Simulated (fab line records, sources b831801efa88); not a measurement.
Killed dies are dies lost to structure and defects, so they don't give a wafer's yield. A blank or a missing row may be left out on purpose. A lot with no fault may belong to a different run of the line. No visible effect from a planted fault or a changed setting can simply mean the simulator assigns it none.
The same fault as seen by 2 desks	flow gf180mcu	each desk has only its own numbers; what lay behind them comes last

## DESK OF THE TOOL OWNER: rieDiel-03
The tool's own readings at GF_HV_LDD_ETCHBACK_58 (etches Si3N4 in CH3F/O2, stops on SiO2, time 100 s, target depth 90 nm): means of the sampled wafers that have a number, for each lot that ran on this tool. The brackets show how far a lot's mean lies from the usual mean; more than 4 standard deviations puts the lot out of limits, marked OUT.
Columns: A = drypumpMotorCurrentA at GF_HV_LDD_ETCHBACK_58, usual 5.7 A; B = oesProductAu at GF_HV_LDD_ETCHBACK_58, usual 0.844 a.u.; C = throttleValvePct at GF_HV_LDD_ETCHBACK_58, usual 10.562 %
lot	first seen here	A	B	C
L192	day 12 21:23	5.5	0.835	10.558
L198	day 14 19:28	5.1	0.839	10.564
L205	day 17 09:31	5.5	0.850	10.563
This desk's verdict: no lot among the 3 shows anything out of limits.

## THE METROLOGY DESK
Means of the sampled wafers that have a number, per lot and without regard to the tool the lot ran on: this is what the gauges read. The brackets show how far a lot's mean lies from the usual mean; more than 4 standard deviations puts the lot out of limits, marked OUT.
Columns: A = cdNm at GF_V5_CD_MEAS_14, usual 259.8 nm; B = PASSIVATION_CVD_00_THK at GF_PASSIVATION_THK_MEAS_01, usual 1040 nm
lot	first seen here	A	B
L191	day 27 00:38	260.3	1042
L192	day 27 12:19	259.4	1027
L193	day 27 21:26	260.5	1048
L194	day 28 00:17	261.4	1033
L195	day 28 08:05	259.6	1044
L198	day 29 09:10	260.8	1040
L205	day 31 13:37	258.8	1045
L210	day 32 18:44	258.7	1045
L211	day 32 21:38	260.1	1039
L212	day 33 05:20	259.6	1045
L213	day 33 10:50	259.7	1046
L214	day 33 15:38	260.4	1043
This desk's verdict: no lot among the 12 shows anything out of limits.

## BROUGHT TOGETHER
Nothing out of limits was seen by the tool owner's desk.
At the metrology desk, nothing out of limits was observed.

## WHAT THE SIMULATOR HAD PUT IN
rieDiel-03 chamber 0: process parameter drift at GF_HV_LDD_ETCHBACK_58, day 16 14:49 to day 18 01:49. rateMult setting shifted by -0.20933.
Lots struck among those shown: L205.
